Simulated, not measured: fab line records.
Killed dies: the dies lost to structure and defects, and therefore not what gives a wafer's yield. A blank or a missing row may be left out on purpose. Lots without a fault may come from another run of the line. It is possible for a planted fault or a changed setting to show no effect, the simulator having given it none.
Which tool is to blame? || flow sky130 || Sampling: 14 lots, 42 wafers, 5 of 708 route steps

## WHAT EACH GAUGE READ, for each wafer
SKY_NWELL_TW_MEAS_15. Usual: NWELL_TW typically reads 1820, with standard deviation 20.
{"lot": "L786", "measured": "day 4 20:32", "on": "film_metro-04", "NWELL_TW": "1832 1831 1837", "flag": ""}
{"lot": "L787", "measured": "day 5 00:08", "on": "film_metro-01", "NWELL_TW": "1805 1796 1802", "flag": ""}
{"lot": "L789", "measured": "day 5 14:56", "on": "film_metro-02", "NWELL_TW": "1849 1844 1848", "flag": ""}
{"lot": "L791", "measured": "day 5 20:59", "on": "film_metro-04", "NWELL_TW": "1824 1830 1824", "flag": ""}
{"lot": "L792", "measured": "day 6 05:01", "on": "film_metro-04", "NWELL_TW": "1814 1813 1818", "flag": ""}
{"lot": "L797", "measured": "day 7 13:27", "on": "film_metro-01", "NWELL_TW": "1800 1796 1800", "flag": ""}
{"lot": "L798", "measured": "day 7 18:21", "on": "film_metro-01", "NWELL_TW": "1797 1807 1808", "flag": ""}
{"lot": "L799", "measured": "day 8 00:00", "on": "film_metro-04", "NWELL_TW": "1831 1840 1826", "flag": ""}
{"lot": "L800", "measured": "day 8 04:36", "on": "film_metro-04", "NWELL_TW": "1830 1832 1834", "flag": ""}
{"lot": "L803", "measured": "day 9 00:01", "on": "film_metro-01", "NWELL_TW": "1809 1804 1802", "flag": ""}
{"lot": "L805", "measured": "day 9 09:53", "on": "film_metro-01", "NWELL_TW": "1784 1792 1803", "flag": ""}
{"lot": "L804", "measured": "day 9 15:26", "on": "film_metro-01", "NWELL_TW": "1782 1799 1799", "flag": ""}
{"lot": "L807", "measured": "day 9 22:42", "on": "film_metro-04", "NWELL_TW": "1832 1837 1834", "flag": ""}
{"lot": "L808", "measured": "day 10 03:33", "on": "film_metro-01", "NWELL_TW": "1800 1812 1797", "flag": ""}

SKY_VT_ADJUST_LVTN_TW_MEAS_21. Usual: VT_ADJUST_LVTN_2_TW typically reads 188.1, with standard deviation 1.9.
{"lot": "L786", "measured": "day 8 00:45", "on": "film_metro-03", "VT_ADJUST_LVTN_2_TW": "187.2 187.1 188.6", "flag": ""}
{"lot": "L787", "measured": "day 8 06:16", "on": "film_metro-03", "VT_ADJUST_LVTN_2_TW": "186.6 187.5 187.6", "flag": ""}
{"lot": "L789", "measured": "day 8 22:55", "on": "film_metro-03", "VT_ADJUST_LVTN_2_TW": "187.2 186.7 187.6", "flag": ""}
{"lot": "L791", "measured": "day 9 05:39", "on": "film_metro-01", "VT_ADJUST_LVTN_2_TW": "185.8 185.3 186.6", "flag": ""}
{"lot": "L792", "measured": "day 9 14:01", "on": "film_metro-03", "VT_ADJUST_LVTN_2_TW": "188.5 187.9 188.7", "flag": ""}
{"lot": "L797", "measured": "day 11 04:41", "on": "film_metro-03", "VT_ADJUST_LVTN_2_TW": "30.1 30.2 29.9", "flag": "OFF"}
{"lot": "L798", "measured": "day 11 10:10", "on": "film_metro-01", "VT_ADJUST_LVTN_2_TW": "29.7 29.8 29.7", "flag": "OFF"}
{"lot": "L799", "measured": "day 11 17:12", "on": "film_metro-02", "VT_ADJUST_LVTN_2_TW": "189.7 190.0 190.0", "flag": ""}
{"lot": "L800", "measured": "day 11 20:34", "on": "film_metro-02", "VT_ADJUST_LVTN_2_TW": "190.2 189.9 190.7", "flag": ""}
{"lot": "L803", "measured": "day 12 20:10", "on": "film_metro-03", "VT_ADJUST_LVTN_2_TW": "187.4 188.5 188.3", "flag": ""}
{"lot": "L805", "measured": "day 13 08:52", "on": "film_metro-03", "VT_ADJUST_LVTN_2_TW": "186.7 188.3 186.5", "flag": ""}
{"lot": "L804", "measured": "day 13 14:47", "on": "film_metro-01", "VT_ADJUST_LVTN_2_TW": "185.0 184.2 186.0", "flag": ""}
{"lot": "L807", "measured": "day 13 21:54", "on": "film_metro-01", "VT_ADJUST_LVTN_2_TW": "185.6 186.3 185.0", "flag": ""}
{"lot": "L808", "measured": "day 14 04:19", "on": "film_metro-03", "VT_ADJUST_LVTN_2_TW": "188.3 188.4 187.4", "flag": ""}

SKY_GATE_OXIDE_TW_MEAS_14. Usual: GATE_OXIDE_TW typically reads 224.9, with standard deviation 2.5.
{"lot": "L786", "measured": "day 14 00:56", "on": "film_metro-02", "GATE_OXIDE_TW": "228.2 226.7 227.1", "flag": ""}
{"lot": "L787", "measured": "day 14 11:20", "on": "film_metro-02", "GATE_OXIDE_TW": "226.1 227.1 227.3", "flag": ""}
{"lot": "L789", "measured": "day 15 07:08", "on": "film_metro-04", "GATE_OXIDE_TW": "226.0 225.2 227.5", "flag": ""}
{"lot": "L791", "measured": "day 15 16:31", "on": "film_metro-04", "GATE_OXIDE_TW": "225.2 225.1 225.6", "flag": ""}
{"lot": "L792", "measured": "day 16 02:04", "on": "film_metro-01", "GATE_OXIDE_TW": "221.5 222.0 220.5", "flag": ""}
{"lot": "L799", "measured": "day 18 21:41", "on": "film_metro-01", "GATE_OXIDE_TW": "220.1 220.5 220.0", "flag": ""}
{"lot": "L800", "measured": "day 18 21:41", "on": "film_metro-02", "GATE_OXIDE_TW": "226.3 226.9 225.9", "flag": ""}
{"lot": "L803", "measured": "day 20 07:19", "on": "film_metro-02", "GATE_OXIDE_TW": "227.1 225.8 226.8", "flag": ""}
{"lot": "L805", "measured": "day 20 19:28", "on": "film_metro-02", "GATE_OXIDE_TW": "227.0 226.1 227.0", "flag": ""}
{"lot": "L804", "measured": "day 21 03:09", "on": "film_metro-01", "GATE_OXIDE_TW": "222.3 222.5 221.5", "flag": ""}
{"lot": "L807", "measured": "day 21 12:32", "on": "film_metro-02", "GATE_OXIDE_TW": "227.0 226.9 227.3", "flag": ""}
{"lot": "L808", "measured": "day 21 21:04", "on": "film_metro-01", "GATE_OXIDE_TW": "221.7 221.1 221.8", "flag": ""}

SKY_POLY_GATE_THK_MEAS_21. Usual: POLY_GATE_OXIDATION_THK typically reads 4.00 nm, with standard deviation 0.077.
{"lot": "L786", "measured": "day 16 16:54", "on": "film_metro-03", "POLY_GATE_OXIDATION_THK (nm)": "3.99 3.99 4.00", "flag": ""}
{"lot": "L787", "measured": "day 17 05:46", "on": "film_metro-01", "POLY_GATE_OXIDATION_THK (nm)": "3.89 3.85 3.92", "flag": ""}
{"lot": "L789", "measured": "day 18 02:17", "on": "film_metro-04", "POLY_GATE_OXIDATION_THK (nm)": "3.99 4.01 4.06", "flag": ""}
{"lot": "L791", "measured": "day 18 11:46", "on": "film_metro-01", "POLY_GATE_OXIDATION_THK (nm)": "4.06 4.10 4.19", "flag": ""}
{"lot": "L792", "measured": "day 18 22:38", "on": "film_metro-04", "POLY_GATE_OXIDATION_THK (nm)": "4.08 3.95 3.92", "flag": ""}
{"lot": "L799", "measured": "day 21 19:17", "on": "film_metro-03", "POLY_GATE_OXIDATION_THK (nm)": "4.03 4.05 4.00", "flag": ""}
{"lot": "L800", "measured": "day 21 20:32", "on": "film_metro-03", "POLY_GATE_OXIDATION_THK (nm)": "4.04 4.06 4.05", "flag": ""}
{"lot": "L803", "measured": "day 23 04:23", "on": "film_metro-03", "POLY_GATE_OXIDATION_THK (nm)": "3.98 3.96 3.88", "flag": ""}
{"lot": "L805", "measured": "day 23 14:48", "on": "film_metro-01", "POLY_GATE_OXIDATION_THK (nm)": "3.92 3.86 3.91", "flag": ""}
{"lot": "L804", "measured": "day 24 00:25", "on": "film_metro-01", "POLY_GATE_OXIDATION_THK (nm)": "4.01 3.96 3.93", "flag": ""}
{"lot": "L807", "measured": "day 24 07:13", "on": "film_metro-04", "POLY_GATE_OXIDATION_THK (nm)": "3.97 4.00 4.04", "flag": ""}
{"lot": "L808", "measured": "day 24 16:09", "on": "film_metro-03", "POLY_GATE_OXIDATION_THK (nm)": "3.94 3.87 3.88", "flag": ""}

## WHAT TOOL EACH LOT RAN ON (gives the tool, then ch and the chambers of the sampled wafers, and finally the start)
{"lot": "L786", "SKY_VT_ADJUST_LVTN_IMPLANT_19": "implanter-03 ch 0, day 8 00:30"}
{"lot": "L787", "SKY_VT_ADJUST_LVTN_IMPLANT_19": "implanter-04 ch 0, day 8 06:03"}
{"lot": "L789", "SKY_VT_ADJUST_LVTN_IMPLANT_19": "implanter-03 ch 0, day 8 22:40"}
{"lot": "L791", "SKY_VT_ADJUST_LVTN_IMPLANT_19": "implanter-04 ch 0, day 9 05:24"}
{"lot": "L792", "SKY_VT_ADJUST_LVTN_IMPLANT_19": "implanter-03 ch 0, day 9 13:46"}
{"lot": "L797", "SKY_VT_ADJUST_LVTN_IMPLANT_19": "implanter-04, day 11 04:27"}
{"lot": "L798", "SKY_VT_ADJUST_LVTN_IMPLANT_19": "implanter-04, day 11 09:49"}
{"lot": "L799", "SKY_VT_ADJUST_LVTN_IMPLANT_19": "implanter-04 ch 0, day 11 16:59"}
{"lot": "L800", "SKY_VT_ADJUST_LVTN_IMPLANT_19": "implanter-02 ch 0, day 11 20:21"}
{"lot": "L803", "SKY_VT_ADJUST_LVTN_IMPLANT_19": "implanter-04 ch 0, day 12 19:55"}
{"lot": "L805", "SKY_VT_ADJUST_LVTN_IMPLANT_19": "implanter-03 ch 0, day 13 08:38"}
{"lot": "L804", "SKY_VT_ADJUST_LVTN_IMPLANT_19": "implanter-02 ch 0, day 13 14:32"}
{"lot": "L807", "SKY_VT_ADJUST_LVTN_IMPLANT_19": "implanter-03 ch 0, day 13 21:39"}
{"lot": "L808", "SKY_VT_ADJUST_LVTN_IMPLANT_19": "implanter-04 ch 0, day 14 04:05"}
- SKY_VT_ADJUST_LVTN_IMPLANT_19

## AS READ BY THE TOOLS THEMSELVES (means over the sampled wafers that have a number; for cases with no such wafer, the mark the record gives instead)
SKY_VT_ADJUST_LVTN_IMPLANT_19. Usual: beam_energy_keV 30.000, standard deviation 0.0083; beam_on_s 10.00 s, standard deviation 0.2.
{"lot": "L786", "tool": "implanter-03", "beam_energy_keV": 29.989, "beam_on_s (s)": 9.94, "flag": ""}
{"lot": "L787", "tool": "implanter-04", "beam_energy_keV": 29.998, "beam_on_s (s)": 10.07, "flag": ""}
{"lot": "L789", "tool": "implanter-03", "beam_energy_keV": 29.995, "beam_on_s (s)": 9.81, "flag": ""}
{"lot": "L791", "tool": "implanter-04", "beam_energy_keV": 29.997, "beam_on_s (s)": 10.20, "flag": ""}
{"lot": "L792", "tool": "implanter-03", "beam_energy_keV": 30.000, "beam_on_s (s)": 9.98, "flag": ""}
{"lot": "L797", "tool": "implanter-04", "beam_energy_keV": "-", "beam_on_s (s)": "-", "flag": "OFF"}
{"lot": "L798", "tool": "implanter-04", "beam_energy_keV": "-", "beam_on_s (s)": "-", "flag": "OFF"}
{"lot": "L799", "tool": "implanter-04", "beam_energy_keV": 30.001, "beam_on_s (s)": 10.15, "flag": ""}
{"lot": "L800", "tool": "implanter-02", "beam_energy_keV": 30.001, "beam_on_s (s)": 9.94, "flag": ""}
{"lot": "L803", "tool": "implanter-04", "beam_energy_keV": 30.004, "beam_on_s (s)": 10.00, "flag": ""}
{"lot": "L805", "tool": "implanter-03", "beam_energy_keV": 30.012, "beam_on_s (s)": 9.81, "flag": ""}
{"lot": "L804", "tool": "implanter-02", "beam_energy_keV": 30.009, "beam_on_s (s)": 9.82, "flag": ""}
{"lot": "L807", "tool": "implanter-03", "beam_energy_keV": 30.004, "beam_on_s (s)": 9.99, "flag": ""}
{"lot": "L808", "tool": "implanter-04", "beam_energy_keV": 30.007, "beam_on_s (s)": 9.80, "flag": ""}

## THE ANSWER, worked out from the rows above alone
Rule: a lot is off if the mean of its wafers that have a number lies more than 3 standard deviations from the usual mean. Also off: a lot with no number at a reading for which 4 or more lots have one. Any other lot the step has rows for is counted as sound. First the gauges in route order, then the tools' own readings, where a lot's mean is used as printed above. At the first step where some lot is off, the reading lying furthest off is the one used; lots without a number count as furthest.
Off: at SKY_VT_ADJUST_LVTN_TW_MEAS_21 (VT_ADJUST_LVTN_2_TW), L797, L798.
A tool fits if, at a process step before that reading, it ran every lot that is off, and no sound lot after the first of them. Not tried: the gauges at SKY_VT_ADJUST_LVTN_TW_MEAS_21; whatever is off there is also off at SKY_VT_ADJUST_LVTN_IMPLANT_19, on other tools, and gauge error can't account for it. Not one of the candidates tried fits.

## WHAT THE SIMULATOR PUT IN
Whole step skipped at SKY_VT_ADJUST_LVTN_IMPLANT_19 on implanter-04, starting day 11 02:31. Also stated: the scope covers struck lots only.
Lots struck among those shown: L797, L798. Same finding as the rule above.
